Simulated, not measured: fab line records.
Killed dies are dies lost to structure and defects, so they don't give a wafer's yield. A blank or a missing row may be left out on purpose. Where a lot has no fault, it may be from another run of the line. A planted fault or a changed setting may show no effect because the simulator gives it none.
fab line records    flow sfq-line
record: lots: 14  wafers: 42  last-day: 91
route steps=325 shown I0@56 I2@111 I6@279 M7@294
lots untouched by any fault: they come from a run of this same line in which no faults occurred
start-h: hours from the record's opening day to when the first of the lot's shown wafers began    wait-h: how many hours have passed since the lot's step before this one    " same as the row above    L1.1+2: a single row standing in for several wafers    - value missing, or start not given    * or withheld: withheld    < > ~ a bound
route shown NAME@n: NAME is a module with steps in the file, n the number in the route of the first one    usual: the fault-free wafers' mean and standard deviation    same: alike in all rows    chamber/n: place in a boat    sites: readings site by site    _std_site: the values' standard deviation    _edge_site: outer sites' mean less inner sites'    radius-mm: how far each site lies from the wafer's centre    mask NAME#n: copy n    behind: the tool/chamber that last shaped the wafer    hold: why the lot was held/for how many hours/how that ended    device: transistor that didn't switch, given as n, p or np    end of line: the tests these same wafers got at the end of their route    step lacking rows: just its recipe    killed: count of dies lost to structure and defects at first sort (not the wafer's yield)    map: shows each die of a wafer: x if killed, . if not, _ if none is there
set.NAME: the setting as run; set.NAME@STEP: as run at that earlier step    model.NAME: the simulator's own value behind a step, which no gauge read
a sample of lots followed through the steps of the route, with each step as a table and each wafer as a row
services: from which hour (start-h, from the record's first day; less than 0 if before it) a tool's chamber was out of use, for how many hours, and why
== steps ==
step: SFQ_TRILAYER_I0_VIA_STRIP_STRIP_035
recipe: gas: O2  power-w: 200  platen-temp-c: 40  overash-fraction: 0.65  chemistry: O2  pressure-mtorr: 50
usual: drypump-motor-current-A: 5.3/0.44  oes-product-au: 1.002/0.009
same: overash-fraction: 0.65
lot.wafer  tool          chamber  start-h  wait-h  drypump-motor-current-A  oes-product-au  rf-hours-counter-h
L379.1     rie-metal-03  0        222.12   -       5.7                      0.993           117
L379.2     "             1        "        "       4.9                      0.992           125
L379.6     "             0        "        "       5.6                      0.994           -
L380.1     rie-metal-02  1        228.11   -       4.8                      1.012           24
L380.4     "             1        "        "       4.8                      1.006           -
L380.6     "             1        "        "       4.8                      1.000           -
L381.3     rie-metal-03  0        234.31   -       5.6                      0.998           -
L381.4     "             1        "        "       4.9                      0.988           -
L381.5     "             0        "        "       5.6                      0.985           -
L383.1     rie-metal-02  0        247.31   -       5.8                      1.006           85
L383.4     "             1        "        "       4.8                      0.991           -
L383.6     "             0        "        "       5.8                      1.019           -
L384.1     rie-metal-03  1        249.71   -       4.9                      0.990           131
L384.4     "             0        "        "       5.6                      0.994           -
L384.6     "             1        "        "       4.9                      0.993           -
L385.2     rie-metal-02  1        252.16   -       4.8                      0.995           28
L385.3     "             1        "        "       4.8                      0.993           -
L385.5     "             1        "        "       4.8                      1.003           -
L386.2     rie-metal-02  0        261.71   -       5.8                      1.002           88
L386.3     "             0        "        "       5.8                      1.004           -
L386.4     "             1        "        "       4.8                      1.003           -
L387.1     rie-metal-03  1        273.71   -       4.9                      0.983           135
L387.2     "             0        "        "       5.6                      1.003           126
L387.3     "             0        "        "       5.6                      1.001           -
L388.1     rie-metal-03  0        278.51   -       5.6                      0.999           127
L388.2     "             1        "        "       4.9                      0.988           136
L388.6     "             1        "        "       4.9                      0.988           -
L392.3     rie-metal-02  0        313.90   -       5.8                      1.009           -
L392.5     "             0        "        "       5.8                      1.013           -
L392.6     "             1        "        "       4.8                      0.999           -
L399.2     rie-metal-03  0        371.20   -       5.7                      0.996           144
L399.3     "             1        "        "       4.9                      0.988           -
L399.5     "             1        "        "       4.9                      0.994           -
L400.2     rie-metal-02  0        379.60   -       5.8                      0.999           104
L400.3     "             1        "        "       4.8                      0.996           -
L400.6     "             1        "        "       4.8                      0.999           -
L401.1     rie-metal-03  0        386.90   -       5.6                      1.003           147
L401.2     "             1        "        "       4.9                      0.992           153
L401.6     "             0        "        "       5.6                      1.002           -
L402.1     rie-metal-02  1        394.10   -       4.8                      1.018           49
L402.2     "             0        "        "       5.8                      1.004           107
L402.4     "             0        "        "       5.8                      1.006           -
step: SFQ_TRILAYER_I2_VIA_LITHO_PEB_070
recipe: peb-temp-c: 115  peb-time-s: 60  resist: KrF
usual: chill-plate-temp-C: 22.98/0.12  heater-power-total-W: 79.14/0.073  plate-temp-C: 114.99/0.13
lot.wafer  tool            chamber  start-h  wait-h  chill-plate-temp-C  heater-power-total-W  plate-temp-C
L379.1     litho-track-04  0        706.50   1.0     22.90               79.17                 115.05
L379.2     "               0        "        "       22.89               79.16                 115.22
L379.6     "               0        "        "       22.76               79.18                 115.16
L380.1     litho-track-01  0        722.10   1.0     22.91               79.22                 115.10
L380.4     "               0        "        "       22.82               79.22                 114.98
L380.6     "               0        "        "       22.77               79.08                 114.98
L381.3     litho-track-01  0        730.55   0.7     23.06               79.10                 114.91
L381.4     "               0        "        "       23.12               79.20                 115.18
L381.5     "               0        "        "       22.93               79.17                 114.77
L383.1     litho-track-04  0        752.35   1.0     22.80               79.14                 115.04
L383.4     "               0        "        "       22.82               79.20                 115.12
L383.6     "               0        "        "       22.84               79.21                 114.94
L384.1     litho-track-04  0        755.95   1.0     23.01               79.03                 114.83
L384.4     "               0        "        "       23.03               79.23                 115.08
L384.6     "               0        "        "       22.87               79.03                 115.20
L385.2     litho-track-04  0        769.18   0.8     23.05               79.09                 115.02
L385.3     "               0        "        "       23.08               79.17                 115.03
L385.5     "               0        "        "       23.04               79.14                 114.95
L386.2     litho-track-03  0        780.10   0.8     23.31               79.20                 114.94
L386.3     "               0        "        "       23.12               79.19                 114.92
L386.4     "               0        "        "       23.16               79.04                 114.99
L387.1     litho-track-03  0        782.58   -       22.99               79.06                 114.95
L387.2     "               0        "        "       23.12               79.13                 114.77
L387.3     "               0        "        "       23.04               79.22                 114.86
L388.1     litho-track-03  0        790.88   1.0     23.00               75.19                 110.64
L388.2     "               0        "        "       23.23               75.08                 110.67
L388.6     "               0        "        "       23.09               75.17                 110.52
L392.3     litho-track-03  0        813.85   0.7     23.00               75.13                 110.87
L392.5     "               0        "        "       22.98               75.16                 110.70
L392.6     "               0        "        "       23.03               75.20                 110.73
L399.2     litho-track-04  0        866.41   0.8     22.90               79.19                 114.89
L399.3     "               0        "        "       23.08               79.18                 115.04
L399.5     "               0        "        "       22.98               79.15                 114.87
L400.2     litho-track-04  0        878.41   0.8     23.15               79.20                 114.99
L400.3     "               0        "        "       23.17               79.19                 115.08
L400.6     "               0        "        "       23.08               79.19                 114.70
L401.1     litho-track-04  0        885.59   1.0     22.73               79.04                 114.77
L401.2     "               0        "        "       22.73               79.22                 114.88
L401.6     "               0        "        "       22.82               79.18                 114.72
L402.1     litho-track-03  0        897.54   1.0     23.08               79.16                 114.78
L402.2     "               0        "        "       22.97               79.12                 114.78
L402.4     "               0        "        "       23.06               79.02                 115.00
step: SFQ_TRILAYER_I6_VIA_STRIP_STRIP_173
recipe: gas: O2  power-w: 200  platen-temp-c: 40  overash-fraction: 0.65  chemistry: O2  pressure-mtorr: 50
usual: drypump-motor-current-A: 5.3/0.42  oes-product-au: 1.000/0.0079
same: overash-fraction: 0.65
lot.wafer  tool          chamber  start-h  wait-h  drypump-motor-current-A  oes-product-au  rf-hours-counter-h
L379.1     rie-metal-01  0        1848.69  -       5.9                      0.997           110
L379.2     "             1        "        "       5.0                      0.995           107
L379.6     "             1        "        "       5.0                      1.000           -
L380.1     rie-metal-03  1        1860.69  -       4.9                      1.001           47
L380.4     "             1        "        "       4.9                      0.994           -
L380.6     "             0        "        "       5.6                      1.005           -
L381.3     rie-metal-03  0        1863.29  -       5.6                      0.996           -
L381.4     "             1        "        "       4.9                      0.997           -
L381.5     "             0        "        "       5.6                      1.000           -
L383.1     rie-metal-03  1        1894.29  -       4.9                      0.986           53
L383.4     "             1        "        "       4.9                      0.991           -
L383.6     "             0        "        "       5.7                      1.007           -
L384.1     rie-metal-01  0        1896.90  -       5.9                      1.000           118
L384.4     "             1        "        "       5.0                      1.011           -
L384.6     "             1        "        "       5.0                      1.008           -
L385.2     rie-metal-03  1        1900.29  -       4.9                      1.006           54
L385.3     "             1        "        "       4.9                      1.001           -
L385.5     "             0        "        "       5.6                      1.014           -
L386.2     rie-metal-01  0        1902.69  -       5.8                      0.986           119
L386.3     "             1        "        "       5.0                      0.992           -
L386.4     "             0        "        "       5.8                      0.992           -
L387.1     rie-metal-01  0        1903.89  -       5.9                      1.013           120
L387.2     "             1        "        "       5.0                      1.015           118
L387.3     "             1        "        "       5.0                      1.012           -
L388.1     rie-metal-01  0        1906.29  -       5.9                      0.997           120
L388.2     "             1        "        "       5.0                      1.000           118
L388.6     "             1        "        "       5.0                      1.001           -
L392.3     rie-metal-01  1        1938.01  -       5.0                      0.992           -
L392.5     "             1        "        "       5.0                      1.002           -
L392.6     "             1        "        "       5.0                      0.995           -
L399.2     rie-metal-04  1        1983.46  -       6.1                      1.013           94
L399.3     "             0        "        "       5.0                      0.995           -
L399.5     "             0        "        "       5.0                      1.001           -
L400.2     rie-metal-03  0        1997.86  -       5.6                      0.998           66
L400.3     "             0        "        "       5.7                      0.995           -
L400.6     "             0        "        "       5.7                      1.002           -
L401.1     rie-metal-04  0        2001.46  -       5.0                      0.994           16
L401.2     "             1        "        "       6.2                      1.003           96
L401.6     "             1        "        "       6.2                      1.000           -
L402.1     rie-metal-04  0        2007.58  -       5.0                      0.986           16
L402.2     "             1        "        "       6.2                      0.998           96
L402.4     "             0        "        "       5.0                      0.987           -
step: SFQ_TRILAYER_M7_STRIP_STRIP_181
recipe: gas: O2  power-w: 200  platen-temp-c: 40  overash-fraction: 0.65  chemistry: O2  pressure-mtorr: 50
usual: drypump-motor-current-A: 5.4/0.49  oes-product-au: 0.997/0.011
same: overash-fraction: 0.65
lot.wafer  tool          chamber  start-h  wait-h  drypump-motor-current-A  oes-product-au  rf-hours-counter-h
L379.1     rie-metal-03  0        1864.89  0.1     5.6                      0.999           47
L379.2     "             1        "        "       4.9                      0.996           48
L379.6     "             0        "        "       5.6                      0.994           -
L380.1     rie-metal-04  1        1870.89  0.1     6.1                      1.001           79
L380.4     "             0        "        "       5.0                      0.982           -
L380.6     "             0        "        "       5.0                      0.994           -
L381.3     rie-metal-02  0        1872.29  0.2     5.8                      1.009           -
L381.4     "             1        "        "       4.8                      0.997           -
L381.5     "             1        "        "       4.8                      0.993           -
L383.1     rie-metal-03  1        1904.04  0.1     4.9                      0.993           55
L383.4     "             1        "        "       4.9                      0.998           -
L383.6     "             0        "        "       5.6                      1.010           -
L384.1     rie-metal-02  0        1905.24  0.1     5.8                      1.020           33
L384.4     "             0        "        "       5.8                      1.005           -
L384.6     "             1        "        "       4.8                      0.989           -
L385.2     rie-metal-03  1        1906.44  0.1     4.9                      1.005           56
L385.3     "             0        "        "       5.7                      1.011           -
L385.5     "             1        "        "       4.9                      0.995           -
L386.2     rie-metal-03  0        1907.64  0.1     5.7                      1.007           55
L386.3     "             1        "        "       4.9                      0.992           -
L386.4     "             0        "        "       5.6                      1.008           -
L387.1     rie-metal-02  0        1908.88  0.1     5.8                      1.013           34
L387.2     "             1        "        "       4.8                      0.988           105
L387.3     "             0        "        "       5.8                      1.009           -
L388.1     rie-metal-03  0        1910.04  0.1     5.6                      1.004           56
L388.2     "             1        "        "       4.9                      0.992           57
L388.6     "             1        "        "       4.9                      0.994           -
L392.3     rie-metal-02  1        2041.95  0.2     4.8                      0.984           -
L392.5     "             1        "        "       4.9                      0.979           -
L392.6     "             0        "        "       5.8                      1.011           -
L399.2     rie-metal-03  0        2076.99  0.1     5.6                      0.991           75
L399.3     "             0        "        "       5.6                      0.978           -
L399.5     "             1        "        "       4.9                      0.991           -
L400.2     rie-metal-04  0        2088.99  0.1     5.0                      1.006           25
L400.3     "             0        "        "       5.1                      0.995           -
L400.6     "             1        "        "       6.2                      1.012           -
L401.1     rie-metal-02  1        2091.39  0.1     4.8                      0.982           8
L401.2     "             0        "        "       5.8                      1.003           57
L401.6     "             0        "        "       5.8                      1.005           -
L402.1     rie-metal-02  0        2093.79  0.1     5.8                      1.010           58
L402.2     "             1        "        "       4.8                      0.987           8
L402.4     "             0        "        "       5.8                      1.010           -
== services ==
tool          chamber  start-h  hours  kind
rie-metal-02  -        284.22   1.9    repair
rie-metal-03  1        313.36   6.5    repair
rie-metal-02  -        332.29   15.6   pm
rie-metal-02  -        380.20   2.8    pm
rie-metal-03  1        390.97   9.3    repair
rie-metal-02  -        416.16   0.6    repair
rie-metal-02  0        425.08   15.7   repair
rie-metal-03  -        479.56   0.6    repair
rie-metal-02  1        548.66   18.9   repair
rie-metal-03  -        611.95   2.8    pm
rie-metal-02  -        693.14   0.4    repair
rie-metal-03  -        771.20   0.5    repair
rie-metal-02  1        777.86   12.4   repair
rie-metal-03  0        889.06   25.3   repair
rie-metal-03  -        896.59   1.0    repair
rie-metal-03  -        1140.67  1.4    pm
rie-metal-03  -        1257.89  1.5    repair
rie-metal-03  1        1441.72  19.1   repair
rie-metal-03  -        1627.91  14.6   pm
rie-metal-03  0        1705.11  4.5    repair
rie-metal-03  -        1705.53  1.1    repair
rie-metal-03  -        1712.25  2.8    pm
rie-metal-03  -        2054.90  0.2    repair
rie-metal-03  -        2085.93  15.6   pm
== key ==
first-sign: step: SFQ_TRILAYER_I2_VIA_LITHO_PEB_070  reading: heater-power-total-W  direction: down  sigmas: 55  usual: 79.14  struck: 75.15
effect: step: SFQ_TRILAYER_I2_VIA_LITHO_PEB_070  reading: plate-temp-C  direction: down  sigmas: 32  usual: *  struck: *
met-at SFQ_TRILAYER_I2_VIA_LITHO_PEB_070
struck-lots L388,L392
not-acting-at SFQ_TRILAYER_I0_VIA_STRIP_STRIP_035,SFQ_TRILAYER_I6_VIA_STRIP_STRIP_173,SFQ_TRILAYER_M7_STRIP_STRIP_181
onset-between 782.58 790.88
fault: kind: process-parameter-drift  tool: litho-track-03  chamber: -  onset-h: 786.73  steps: SFQ_TRILAYER_I2_VIA_LITHO_PEB_070  channel: peb-temp-c  offset: *  shape: step  end-h: 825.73  acts-in: *  stated: *
